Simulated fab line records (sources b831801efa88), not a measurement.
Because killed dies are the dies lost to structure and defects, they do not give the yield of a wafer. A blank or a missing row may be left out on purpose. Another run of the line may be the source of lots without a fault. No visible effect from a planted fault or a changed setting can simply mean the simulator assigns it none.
A lot that was struck, set against a sound lot + flow sky130 + 18 steps out of a route of 708
Sound: wafers L790.1, L790.4, L790.6. The struck wafers were L780.1, L780.2, L780.6. The cause is named last.
Per side, at each step with rows, come the tool, then ch with its chambers, and then its first start. Under that, the readings that differ: sound wafers + struck wafers + difference of the means + sigmas: that difference in standard deviations of wafers without a fault.
alike: words and numbers the same on both sides, and readings whose means are apart by under 2 such deviations; not compared: readings that were withheld, readings missing a value for some wafer, numbers with overlapping values and no deviation given by the record, and bounds like >300 which may hide the same value.
A row with sigmas, a row that says differs or no value, or rows on one side alone: a step with any of these is where the two part. Numbers that don't overlap but have no deviation are shown without sigmas and don't part them. A reading missing from all wafers of one side parts the sides only when that side holds two or more wafers.

first, 3 steps without rows for these wafers: SKY_LI_CONTACT_EXPOSE_09 (exposes mask LICM1, target cd 170 nm); SKY_LI_CONTACT_PEB_10; SKY_LI_CONTACT_DEVELOP_11 (develop time 60 s).
SKY_LI_CONTACT_CD_MEAS_12: target cd 170 nm.
  sound: cd-sem-02 at day 35 15:54; struck: cd-sem-01 at day 32 23:21
  alike: cd-nm
SKY_LI_CONTACT_OVL_MEAS_13:
  sound: overlay-01 at day 35 16:01; struck: overlay-02 at day 32 23:28
  alike: LI_CONTACT_OVL
SKY_LI_CONTACT_ETCH_14: etches BARC in N2/H2, stops on SiO2, time 45.9 s, target depth 60 nm.
  sound on rie-diel-01 ch 0,1, day 35 16:04; struck on rie-diel-03 ch 0,1,2, day 32 23:31
| reading                     | sound       | struck      | difference | sigmas |
|-----------------------------|-------------|-------------|------------|--------|
| drypump-motor-current-A (A) | 5.4 5.5 5.4 | 6.0 6.5 6.1 | +0.8       | +2     |
  alike: oes-product-au, throttle-valve-pct
  not compared: rf-hours-counter-h
then, 1 step without rows for these wafers: SKY_LI_CONTACT_ETCH_15 (etches PSG in C4F8/O2/Ar, stops on Si, target depth 600 nm).
SKY_LI_CONTACT_STRIP_16: strips in O2/N2.
  sound on plasma-asher-01 ch 0, day 35 16:11; struck on plasma-asher-01 ch 0,1, day 32 23:38
  alike: drypump-motor-current-A, oes-product-au, strip-time-to-endpoint-s
  not compared: rf-hours-counter-h
then, 2 steps without rows for these wafers: SKY_LI_CONTACT_CLEAN_17 (cleans in NMP, time 600 s); SKY_LI_CONTACT_PRE_CLEAN_18 (time 5.6 s).
SKY_LI_CONTACT_SPUTTER_19: material Ti, target thk 20 nm, time 106.37 s.
  sound: pvd-sputter-01 at day 35 16:30; struck: pvd-sputter-01 at day 32 23:57
| reading                | sound          | struck         | difference | sigmas |
|------------------------|----------------|----------------|------------|--------|
| throttle-valve-pct (%) | 30.0 31.2 30.1 | 30.0 27.7 27.9 | -1.9       | -2     |
SKY_LI_CONTACT_SPUTTER_20: material TiN, target thk 20 nm, time 80 s.
  sound: pvd-sputter-01 at day 35 16:34; struck: pvd-sputter-01 at day 33 00:01
| reading                | sound          | struck         | difference | sigmas |
|------------------------|----------------|----------------|------------|--------|
| throttle-valve-pct (%) | 30.2 31.1 30.3 | 30.3 27.9 27.8 | -1.9       | -2     |
SKY_LI_CONTACT_CVD_21: deposits W, target thk 400 nm, time 120.56 s.
  sound on cvd-w-01 ch 0,1, day 35 16:38; struck on cvd-w-01 ch 0,1, day 33 00:05
| reading                                  | sound             | struck            | difference | sigmas |
|------------------------------------------|-------------------|-------------------|------------|--------|
| model.W_of_LI_CONTACT_CVD_21.thk-nm (nm) | 397.6 400.9 402.7 | 501.6 497.4 499.3 | +99.0      |        |
  alike: heater-power-w
SKY_LI_CONTACT_RS_MEAS_22: measurement is done with a four-point probe.
  sound: film-metro-01 at day 35 16:46; struck: film-metro-01 at day 33 00:13
| reading                  | sound                | struck               | difference | sigmas |
|--------------------------|----------------------|----------------------|------------|--------|
| LI_CONTACT_W_RS (ohm/sq) | 0.2872 0.2844 0.2833 | 0.2268 0.2291 0.2281 | -0.0570    | -26    |
SKY_LI_CONTACT_THK_MEAS_23: measures by xrf.
  sound: film-metro-01 at day 35 16:53; struck: film-metro-01 at day 33 00:20
| reading               | sound       | struck      | difference | sigmas |
|-----------------------|-------------|-------------|------------|--------|
| LI_CONTACT_W_THK (nm) | 385 391 393 | 479 473 475 | +86        | +15    |
SKY_LI_CONTACT_CMP_24: polishes, stops on PSG, t overpolish 20 s, target thk 0 nm.
  sound on cmp-01 ch 0,2,3, day 35 16:56; struck on cmp-01 ch 2,3, day 33 00:23
| reading                | sound    | struck      | difference | sigmas |
|------------------------|----------|-------------|------------|--------|
| time-to-endpoint-s (s) | 97 99 99 | 124 118 121 | +23        | +7     |
  alike: motor-current-A, retaining-ring-pressure-frac
SKY_LOCAL_INTERCONNECT_SPUTTER_00: material TiN, target thk 100 nm, time 83.3 s.
  sound: pvd-sputter-02 at day 35 17:14; struck: pvd-sputter-02 at day 33 00:41
  alike: throttle-valve-pct
-- the record jumps here: 16 days lie between the struck wafers' starts before and after (it left off in module LOCAL_INTERCONNECT and takes up again in module PAD_OPEN, whose first step shown is number 708 of the route) --
SKY_PAD_OPEN_PROBE_99:
  sound: prober-01 at day 50 11:11; struck: prober-01 at day 48 14:08
  alike: killed_at_M0_to_M3, killed_at_M4_up, killed-at-contacts, killed-at-front-end, killed-at-other, killed-dies, killed-on-rim, killed-open, killed-short

WHERE THEY PART
Earliest at SKY_LI_CONTACT_ETCH_14; latest, in this record, at SKY_LI_CONTACT_CMP_24. Later steps at which nothing parts them and some readings are alike: SKY_LOCAL_INTERCONNECT_SPUTTER_00, SKY_PAD_OPEN_PROBE_99.

WHY: the cause the simulator had injected
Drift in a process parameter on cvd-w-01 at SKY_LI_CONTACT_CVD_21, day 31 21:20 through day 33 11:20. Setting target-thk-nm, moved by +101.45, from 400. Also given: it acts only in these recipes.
